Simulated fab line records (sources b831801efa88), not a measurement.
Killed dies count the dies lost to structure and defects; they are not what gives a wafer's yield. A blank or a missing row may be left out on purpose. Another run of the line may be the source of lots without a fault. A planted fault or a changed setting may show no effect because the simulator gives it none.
The tool behind it: which one? | flow sky130 | 6 lots (18 wafers sampled), 1 step of a 708-step route

WHAT EACH GAUGE READ, for each wafer
SKY_VT_ADJUST_HVTR_OVL_MEAS_08.
lot  | measured     | on         | VT_ADJUST_HVTR_OVL (nm)
L576 | day 10 09:30 | overlay-02 | -0.2 1.8 -0.1
L579 | day 11 02:36 | overlay-02 | 1.8 -1.8 -0.2
L581 | day 11 17:59 | overlay-01 | 1.8 1.7 1.2
L583 | day 12 11:47 | overlay-02 | 0.3 -1.5 0.7
L586 | day 13 09:20 | overlay-02 | 0.4 0.2 1.9
L589 | day 14 06:53 | overlay-01 | 0.7 2.3 -0.8

WHICH TOOL RAN EACH LOT (tool, then ch and the chambers of the sampled wafers, then the start)
Record: no process step prior to these readings.

THE ANSWER, worked out from the rows above alone
Rule: the usual values come from the lots themselves. Put in order of their means at a reading, lots are off if they are a third of the lots or fewer, leave a main group of 4 or more, and stand apart from it by a gap of 3 or more times the standard deviation of the main group's means; of several such gaps the widest counts. Not used: any main group whose means are identical at the precision the tables above print for the reading. A lot without any number at a reading at which 4 lots or more have one is off too. The other lots that the step has rows for count as sound.
No lot is off at any reading shown: from this, nothing can be told.

WHAT THE SIMULATOR PUT IN
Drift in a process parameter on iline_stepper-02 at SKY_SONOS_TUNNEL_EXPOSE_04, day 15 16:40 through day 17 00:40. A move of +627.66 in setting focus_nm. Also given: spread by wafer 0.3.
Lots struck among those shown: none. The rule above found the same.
